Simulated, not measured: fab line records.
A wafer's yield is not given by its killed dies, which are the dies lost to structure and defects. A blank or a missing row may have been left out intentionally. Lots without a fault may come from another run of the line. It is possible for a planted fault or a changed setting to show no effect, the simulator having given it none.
Which tool was responsible? + flow sky130 + 11 lots, 33 wafers sampled, at 5 steps of a route of 708

WHAT THE GAUGES READ, wafer by wafer
SKY_VIA3_THK_MEAS_01. Usual: for VIA3_HDPCVD_THK the level is 1634 nm and the standard deviation is 17.
| lot  | measured     | on            | VIA3_HDPCVD_THK (nm) | flag |
|------|--------------|---------------|----------------------|------|
| L811 | day 39 05:28 | film_metro-02 | 1626 1631 1608       |      |
| L812 | day 39 15:03 | film_metro-03 | 1637 1641 1652       |      |
| L813 | day 40 05:56 | film_metro-03 | 1645 1629 1648       |      |
| L816 | day 41 07:46 | film_metro-03 | 1634 1650 1614       |      |
| L817 | day 41 14:56 | film_metro-02 | 1654 1645 1652       |      |
| L819 | day 42 01:06 | film_metro-01 | 1615 1614 1611       |      |
| L824 | day 43 09:40 | film_metro-03 | 1642 1650 1657       |      |
| L826 | day 43 15:35 | film_metro-01 | 1606 1596 1624       |      |
| L827 | day 44 06:04 | film_metro-01 | 1641 1648 1643       |      |
| L832 | day 45 08:46 | film_metro-01 | 1640 1641 1644       |      |
| L833 | day 45 13:05 | film_metro-03 | 1646 1624 1624       |      |

SKY_CAP2M_THK_MEAS_01. Usual: for CAP2M_CVD_00_THK the level is 15.50 nm and the standard deviation is 0.2.
| lot  | measured     | on            | CAP2M_CVD_00_THK (nm) | flag |
|------|--------------|---------------|-----------------------|------|
| L811 | day 40 08:13 | film_metro-02 | 15.57 15.70 15.45     |      |
| L812 | day 40 17:38 | film_metro-04 | 14.94 15.29 15.24     |      |
| L813 | day 41 08:22 | film_metro-04 | 15.42 15.82 15.61     |      |
| L816 | day 42 09:42 | film_metro-02 | 15.27 15.36 15.90     |      |
| L817 | day 42 16:43 | film_metro-02 | 15.01 15.37 15.57     |      |
| L819 | day 43 03:16 | film_metro-04 | 15.14 15.54 15.59     |      |
| L824 | day 44 10:52 | film_metro-03 | 15.20 15.41 20.66     | OFF  |
| L826 | day 44 17:13 | film_metro-03 | 15.14 15.84 15.57     |      |
| L827 | day 45 06:09 | film_metro-04 | 15.39 15.78 20.70     | OFF  |
| L832 | day 46 08:46 | film_metro-02 | 15.29 15.47 15.79     |      |
| L833 | day 46 12:10 | film_metro-03 | 15.52 15.58 15.85     |      |

TOOL THAT RAN EACH LOT (tool first, then ch and the chambers of the sampled wafers, then the start)
| lot  | SKY_METAL3_SPUTTER_01        | SKY_METAL3_STRIP_19                  | SKY_CAP2M_CVD_00                |
|------|------------------------------|--------------------------------------|---------------------------------|
| L811 | pvd_sputter-03, day 37 00:16 | plasma_asher-03 ch 0,1, day 39 04:27 | pecvd-04 ch 0,1,2, day 40 08:11 |
| L812 | pvd_sputter-02, day 37 09:26 | plasma_asher-04 ch 0,1, day 39 14:17 | pecvd-04 ch 0,1, day 40 17:37   |
| L813 | pvd_sputter-01, day 38 01:11 | plasma_asher-01 ch 0,1, day 40 05:10 | pecvd-03 ch 0,1,2, day 41 08:21 |
| L816 | pvd_sputter-01, day 39 04:17 | plasma_asher-04 ch 0,1, day 41 06:56 | pecvd-03 ch 0,2, day 42 09:40   |
| L817 | pvd_sputter-03, day 39 12:10 | plasma_asher-03 ch 0,1, day 41 14:11 | pecvd-03 ch 0,2, day 42 16:41   |
| L819 | pvd_sputter-01, day 39 22:08 | plasma_asher-03 ch 0, day 42 00:20   | pecvd-03 ch 0,1, day 43 03:14   |
| L824 | pvd_sputter-03, day 41 08:27 | plasma_asher-04 ch 0,1, day 43 08:49 | pecvd-04 ch 0,2, day 44 10:50   |
| L826 | pvd_sputter-01, day 41 14:17 | plasma_asher-03 ch 0,1, day 43 14:44 | pecvd-03 ch 0,1, day 44 17:12   |
| L827 | pvd_sputter-03, day 42 05:55 | plasma_asher-03 ch 0,1, day 44 05:17 | pecvd-04 ch 0,1, day 45 06:07   |
| L832 | pvd_sputter-03, day 43 09:40 | plasma_asher-03 ch 0,1, day 45 08:00 | pecvd-03 ch 0,2, day 46 08:44   |
| L833 | pvd_sputter-03, day 43 14:10 | plasma_asher-04 ch 0,1, day 45 12:19 | pecvd-03 ch 1,2, day 46 12:09   |
- SKY_METAL3_SPUTTER_01: material TiN, target thk 20 nm, time 16.7 s.
- SKY_METAL3_STRIP_19: strips in O2/N2.
- SKY_CAP2M_CVD_00: deposits SiO2, target thk 15.5 nm.

AS READ BY THE TOOLS THEMSELVES (means over the sampled wafers that have a number; for cases with no such wafer, the mark the record gives instead)
SKY_METAL3_SPUTTER_01. Usual: throttle_valve_pct 30.6 %, standard deviation 1.3.
| lot  | tool           | throttle_valve_pct (%) | flag |
|------|----------------|------------------------|------|
| L811 | pvd_sputter-03 | 30.8                   |      |
| L812 | pvd_sputter-02 | 30.9                   |      |
| L813 | pvd_sputter-01 | 30.4                   |      |
| L816 | pvd_sputter-01 | 30.5                   |      |
| L817 | pvd_sputter-03 | 29.2                   |      |
| L819 | pvd_sputter-01 | 30.5                   |      |
| L824 | pvd_sputter-03 | 29.7                   |      |
| L826 | pvd_sputter-01 | 30.6                   |      |
| L827 | pvd_sputter-03 | 30.1                   |      |
| L832 | pvd_sputter-03 | 30.0                   |      |
| L833 | pvd_sputter-03 | 30.5                   |      |

SKY_METAL3_STRIP_19. Usual: drypump_motor_current_A 5.6 A, standard deviation 0.48; oes_product_au 0.502 a.u., standard deviation 0.0052; strip_time_to_endpoint_s 6.52 s, standard deviation 0.06.
| lot  | tool            | drypump_motor_current_A (A) | oes_product_au (a.u.) | strip_time_to_endpoint_s (s) | flag |
|------|-----------------|-----------------------------|-----------------------|------------------------------|------|
| L811 | plasma_asher-03 | 5.7                         | 0.502                 | 6.53                         |      |
| L812 | plasma_asher-04 | 5.9                         | 0.500                 | 6.52                         |      |
| L813 | plasma_asher-01 | 5.4                         | 0.499                 | 6.53                         |      |
| L816 | plasma_asher-04 | 5.9                         | 0.498                 | 6.56                         |      |
| L817 | plasma_asher-03 | 5.7                         | 0.499                 | 6.53                         |      |
| L819 | plasma_asher-03 | 5.5                         | 0.504                 | 6.65                         |      |
| L824 | plasma_asher-04 | 5.5                         | 0.505                 | 6.56                         |      |
| L826 | plasma_asher-03 | 5.7                         | 0.502                 | 6.53                         |      |
| L827 | plasma_asher-03 | 5.6                         | 0.498                 | 6.55                         |      |
| L832 | plasma_asher-03 | 5.7                         | 0.507                 | 6.51                         |      |
| L833 | plasma_asher-04 | 5.9                         | 0.501                 | 6.47                         |      |

SKY_CAP2M_CVD_00. Usual: heater_power_w 842 W, standard deviation 100.
| lot  | tool     | heater_power_w (W) | flag |
|------|----------|--------------------|------|
| L811 | pecvd-04 | 823                |      |
| L812 | pecvd-04 | 888                |      |
| L813 | pecvd-03 | 854                |      |
| L816 | pecvd-03 | 758                |      |
| L817 | pecvd-03 | 734                |      |
| L819 | pecvd-03 | 792                |      |
| L824 | pecvd-04 | 925                |      |
| L826 | pecvd-03 | 866                |      |
| L827 | pecvd-04 | 779                |      |
| L832 | pecvd-03 | 845                |      |
| L833 | pecvd-03 | 867                |      |

THE ANSWER, worked out from the rows above alone
Rule: a lot counts as off when the mean over its wafers that have a number is more than 3 standard deviations away from the usual mean. Also off: a lot with no number at a reading for which 4 or more lots have one. Where the step has rows for the other lots, those lots are counted as sound. First the gauges in route order, then the tools' own readings, where a lot's mean is used as printed above. The first step at which some lot is off is used, and at that step the reading that is off furthest; a lot without a number counts as furthest.
Off: at SKY_CAP2M_THK_MEAS_01 (CAP2M_CVD_00_THK), L824, L827.
A tool fits if, at a process step before that reading, it ran every lot that is off, and no sound lot after the first of them. The gauges at SKY_CAP2M_THK_MEAS_01 are tried like those tools. One fits: SKY_CAP2M_CVD_00 on pecvd-04. Its last sound lot is L812 (day 40 17:37), its first lot that is off L824 (day 44 10:50): a fault that began between those two fits.

WHAT THE SIMULATOR PUT IN
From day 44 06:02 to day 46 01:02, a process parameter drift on pecvd-04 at SKY_CAP2M_CVD_00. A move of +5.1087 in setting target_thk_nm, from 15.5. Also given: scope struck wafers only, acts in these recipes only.
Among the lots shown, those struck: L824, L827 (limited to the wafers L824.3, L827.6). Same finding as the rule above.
